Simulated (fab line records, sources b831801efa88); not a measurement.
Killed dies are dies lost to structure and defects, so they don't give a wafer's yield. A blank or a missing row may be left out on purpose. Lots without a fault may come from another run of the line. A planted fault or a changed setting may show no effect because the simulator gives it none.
Which tool did it? | flow gf180mcu | 24 lots, 72 wafers sampled, at 5 steps of a route of 602

WHAT THE GAUGES READ, wafer by wafer
GF_V5_THK_MEAS_01.
lot  | measured     | on            | V5_CVD_00_THK (nm)
L074 | day 26 21:27 | film_metro-03 | 297 296 296
L075 | day 26 22:31 | film_metro-03 | 302 301 305
L076 | day 27 09:20 | film_metro-03 | 295 294 297
L077 | day 27 14:07 | film_metro-03 | 301 300 301
L078 | day 27 18:16 | film_metro-03 | 300 298 299
L079 | day 27 21:23 | film_metro-01 | 300 299 301
L080 | day 28 09:41 | film_metro-01 | 303 301 299
L081 | day 28 15:25 | film_metro-02 | 297 297 298
L082 | day 29 02:13 | film_metro-03 | 294 296 295
L083 | day 29 17:01 | film_metro-03 | 292 300 298
L084 | day 29 20:38 | film_metro-03 | 296 294 294
L085 | day 29 23:49 | film_metro-03 | 301 300 302
L086 | day 30 06:40 | film_metro-02 | 296 298 296
L087 | day 30 16:29 | film_metro-03 | 301 301 302
L088 | day 30 20:46 | film_metro-01 | 297 298 296
L089 | day 30 22:44 | film_metro-03 | 305 298 301
L090 | day 31 04:59 | film_metro-02 | 295 299 297
L091 | day 31 13:29 | film_metro-03 | 301 304 304
L092 | day 31 16:37 | film_metro-02 | 304 303 303
L093 | day 32 03:45 | film_metro-01 | 300 300 303
L094 | day 32 07:03 | film_metro-03 | 295 297 298
L095 | day 32 14:00 | film_metro-03 | 305 301 303
L096 | day 32 18:53 | film_metro-02 | 299 300 301
L097 | day 32 22:28 | film_metro-02 | 300 302 297

GF_PASSIVATION_THK_MEAS_01.
lot  | measured     | on            | PASSIVATION_CVD_00_THK (nm)
L074 | day 28 17:42 | film_metro-02 | 996 1001 1005
L075 | day 28 18:31 | film_metro-01 | 1003 1001 1012
L076 | day 29 05:13 | film_metro-04 | 993 1017 1023
L077 | day 29 09:59 | film_metro-01 | 990 978 997
L078 | day 29 13:53 | film_metro-01 | 998 1018 1006
L079 | day 29 16:28 | film_metro-04 | 992 998 1002
L080 | day 30 03:04 | film_metro-02 | 992 1012 1013
L081 | day 30 09:33 | film_metro-02 | 990 999 1023
L082 | day 30 19:37 | film_metro-01 | 1013 1029 1012
L083 | day 31 08:26 | film_metro-04 | 1000 984 987
L084 | day 31 12:29 | film_metro-04 | 995 993 1005
L085 | day 31 15:08 | film_metro-01 | 1003 1021 1021
L086 | day 31 21:48 | film_metro-04 | 998 1009 1011
L087 | day 32 07:28 | film_metro-01 | 993 1001 1004
L088 | day 32 10:44 | film_metro-02 | 995 1020 1022
L089 | day 32 12:10 | film_metro-01 | 1001 1017 1020
L090 | day 32 18:35 | film_metro-04 | 1003 1006 1012
L091 | day 33 02:10 | film_metro-04 | 996 998 1001
L092 | day 33 05:34 | film_metro-01 | 995 988 998
L093 | day 33 14:52 | film_metro-04 | 994 996 1020
L094 | day 33 18:29 | film_metro-01 | 1001 998 1008
L095 | day 34 00:50 | film_metro-01 | 987 996 1005
L096 | day 34 05:37 | film_metro-02 | 1006 989 1009
L097 | day 34 07:44 | film_metro-02 | 1004 987 1015

WHICH TOOL RAN EACH LOT (tool, then ch and the chambers of the sampled wafers, then the start)
lot  | GF_V5_CVD_23                  | GF_V5_CMP_26                  | GF_PASSIVATION_CVD_00
L074 | cvd_w-01 ch 0,1, day 27 19:22 | cmp-01 ch 0,2,3, day 27 19:43 | pecvd-04 ch 0,2, day 28 17:36
L075 | cvd_w-01 ch 0,1, day 27 20:13 | cmp-01 ch 1,2, day 27 20:31   | pecvd-04 ch 0,1, day 28 18:26
L076 | cvd_w-02 ch 0,1, day 28 07:06 | cmp-01 ch 2,3, day 28 07:28   | pecvd-03 ch 0,1, day 29 05:05
L077 | cvd_w-02 ch 0,1, day 28 12:05 | cmp-01 ch 0,1,2, day 28 12:26 | pecvd-02 ch 0,1,2, day 29 09:53
L078 | cvd_w-02 ch 0,1, day 28 16:16 | cmp-02 ch 0,2,3, day 28 17:02 | pecvd-03 ch 0,1,2, day 29 13:49
L079 | cvd_w-01 ch 0,1, day 28 19:07 | cmp-02 ch 1,2,3, day 28 19:29 | pecvd-02 ch 0,1,2, day 29 16:22
L080 | cvd_w-02 ch 0,1, day 29 06:46 | cmp-02 ch 1,2, day 29 07:06   | pecvd-03 ch 0,1,2, day 30 02:59
L081 | cvd_w-02 ch 0,1, day 29 12:59 | cmp-02 ch 0,1,2, day 29 13:17 | pecvd-02 ch 0,1,2, day 30 09:28
L082 | cvd_w-02 ch 0,1, day 29 23:10 | cmp-01 ch 0,1,2, day 29 23:28 | pecvd-03 ch 0,1, day 30 19:31
L083 | cvd_w-01 ch 0,1, day 30 12:39 | cmp-01 ch 0,1,3, day 30 12:56 | pecvd-02 ch 0,1,2, day 31 08:22
L084 | cvd_w-01 ch 0,1, day 30 16:35 | cmp-02 ch 0,2,3, day 30 16:56 | pecvd-04 ch 1,2, day 31 12:24
L085 | cvd_w-02 ch 0,1, day 30 20:02 | cmp-02 ch 1,2,3, day 30 20:22 | pecvd-04 ch 0,2, day 31 15:03
L086 | cvd_w-01 ch 0,1, day 31 02:15 | cmp-01 ch 2,3, day 31 02:35   | pecvd-03 ch 0,2, day 31 21:43
L087 | cvd_w-02 ch 0,1, day 31 12:08 | cmp-01 ch 0,1, day 31 12:28   | pecvd-02 ch 0,1,2, day 32 07:24
L088 | cvd_w-01 ch 0,1, day 31 15:41 | cmp-01 ch 1,2,3, day 31 16:02 | pecvd-03 ch 0,1,2, day 32 10:38
L089 | cvd_w-01 ch 0,1, day 31 17:39 | cmp-02 ch 2,3, day 31 17:56   | pecvd-04 ch 0,2, day 32 12:05
L090 | cvd_w-01 ch 0,1, day 32 00:02 | cmp-01 ch 1,2,3, day 32 00:20 | pecvd-03 ch 0,2, day 32 18:30
L091 | cvd_w-01 ch 0,1, day 32 08:09 | cmp-01 ch 0,1,2, day 32 08:26 | pecvd-03 ch 0,1,2, day 33 02:05
L092 | cvd_w-01 ch 0,1, day 32 11:23 | cmp-02 ch 0,2,3, day 32 11:47 | pecvd-04 ch 0,2, day 33 05:29
L093 | cvd_w-01 ch 0,1, day 32 21:40 | cmp-02 ch 0,2, day 32 21:58   | pecvd-03 ch 0,1, day 33 14:46
L094 | cvd_w-02 ch 0,1, day 33 00:40 | cmp-01 ch 0,2,3, day 33 00:57 | pecvd-03 ch 0,1, day 33 18:22
L095 | cvd_w-01 ch 0,1, day 33 07:28 | cmp-01 ch 0,1,3, day 33 07:45 | pecvd-04 ch 1,2, day 34 00:45
L096 | cvd_w-02 ch 0,1, day 33 12:36 | cmp-01 ch 0,3, day 33 12:53   | pecvd-03 ch 0,1,2, day 34 05:32
L097 | cvd_w-01 ch 0,1, day 33 15:12 | cmp-01 ch 1,2,3, day 33 15:38 | pecvd-03 ch 1,2, day 34 07:40
- GF_V5_CVD_23: deposits W, target thk 350 nm, time 104.9 s.
- GF_V5_CMP_26: polishes, stops on SiO2, t overpolish 15 s, target thk 0 nm.
- GF_PASSIVATION_CVD_00: deposits SiO2 from TEOS, target thk 1000 nm, time 111.95 s.

WHAT THE TOOLS THEMSELVES READ (means of the sampled wafers that have a number; where no wafer has one, the mark that the record gives instead)
GF_V5_CVD_23.
lot  | tool     | heater_power_w (W)
L074 | cvd_w-01 | 767
L075 | cvd_w-01 | 760
L076 | cvd_w-02 | 776
L077 | cvd_w-02 | 758
L078 | cvd_w-02 | 752
L079 | cvd_w-01 | 771
L080 | cvd_w-02 | 751
L081 | cvd_w-02 | 756
L082 | cvd_w-02 | 768
L083 | cvd_w-01 | 775
L084 | cvd_w-01 | 781
L085 | cvd_w-02 | 765
L086 | cvd_w-01 | 760
L087 | cvd_w-02 | 771
L088 | cvd_w-01 | 764
L089 | cvd_w-01 | 804
L090 | cvd_w-01 | 807
L091 | cvd_w-01 | 773
L092 | cvd_w-01 | 811
L093 | cvd_w-01 | 807
L094 | cvd_w-02 | 763
L095 | cvd_w-01 | 801
L096 | cvd_w-02 | 757
L097 | cvd_w-01 | 810

GF_V5_CMP_26.
lot  | tool   | motor_current_A (A) | overpolish_run_s (s) | time_to_endpoint_s (s)
L074 | cmp-01 | 10.1                | 14.999               | 84.4
L075 | cmp-01 | 10.4                | 14.995               | 86.7
L076 | cmp-01 | 9.9                 | 15.004               | 84.0
L077 | cmp-01 | 10.7                | 15.003               | 82.4
L078 | cmp-02 | 10.9                | 14.989               | 81.3
L079 | cmp-02 | 10.5                | 14.997               | 83.5
L080 | cmp-02 | 10.5                | 14.992               | 85.2
L081 | cmp-02 | 10.7                | 14.997               | 82.8
L082 | cmp-01 | 10.1                | 15.003               | 84.8
L083 | cmp-01 | 10.4                | 14.994               | 83.9
L084 | cmp-02 | 10.8                | 15.010               | 87.7
L085 | cmp-02 | 10.6                | 14.993               | 85.7
L086 | cmp-01 | 9.8                 | 14.994               | 83.0
L087 | cmp-01 | 10.8                | 14.997               | 82.4
L088 | cmp-01 | 10.5                | 14.987               | 87.8
L089 | cmp-02 | 11.0                | 15.005               | 85.2
L090 | cmp-01 | 10.2                | 14.996               | 84.6
L091 | cmp-01 | 10.6                | 15.003               | 84.6
L092 | cmp-02 | 10.8                | 15.002               | 86.5
L093 | cmp-02 | 11.0                | 14.999               | 82.4
L094 | cmp-01 | 9.7                 | 15.014               | 86.5
L095 | cmp-01 | 10.1                | 15.007               | 85.1
L096 | cmp-01 | 9.9                 | 15.006               | 86.0
L097 | cmp-01 | 10.0                | 14.992               | 88.4

GF_PASSIVATION_CVD_00.
lot  | tool     | heater_power_w (W)
L074 | pecvd-04 | 681
L075 | pecvd-04 | 662
L076 | pecvd-03 | 735
L077 | pecvd-02 | 655
L078 | pecvd-03 | 664
L079 | pecvd-02 | 546
L080 | pecvd-03 | 674
L081 | pecvd-02 | 626
L082 | pecvd-03 | 700
L083 | pecvd-02 | 635
L084 | pecvd-04 | 649
L085 | pecvd-04 | 670
L086 | pecvd-03 | 774
L087 | pecvd-02 | 540
L088 | pecvd-03 | 650
L089 | pecvd-04 | 620
L090 | pecvd-03 | 709
L091 | pecvd-03 | 712
L092 | pecvd-04 | 640
L093 | pecvd-03 | 688
L094 | pecvd-03 | 710
L095 | pecvd-04 | 714
L096 | pecvd-03 | 680
L097 | pecvd-03 | 655

THE ANSWER, worked out from the rows above alone
Rule: what is usual is taken from the lots themselves. Put in order of their means at a reading, lots are off if they are a third of the lots or fewer, leave a main group of 4 or more, and stand apart from it by a gap of 3 or more times the standard deviation of the main group's means; of several such gaps the widest counts. A main group whose means are all the same, to the digits that the tables above print for the reading, isn't used. A lot without any number at a reading at which 4 lots or more have one is off too. The other lots that the step has rows for count as sound. The gauges are gone through in route order, then the tools' own readings, and for those a lot's mean is taken as printed above. The first step at which some lot is off is used, and at that step the reading that is off furthest; a lot without a number counts as furthest.
No lot is off at any reading shown: from this, nothing can be told.

WHAT THE SIMULATOR HAD PUT IN
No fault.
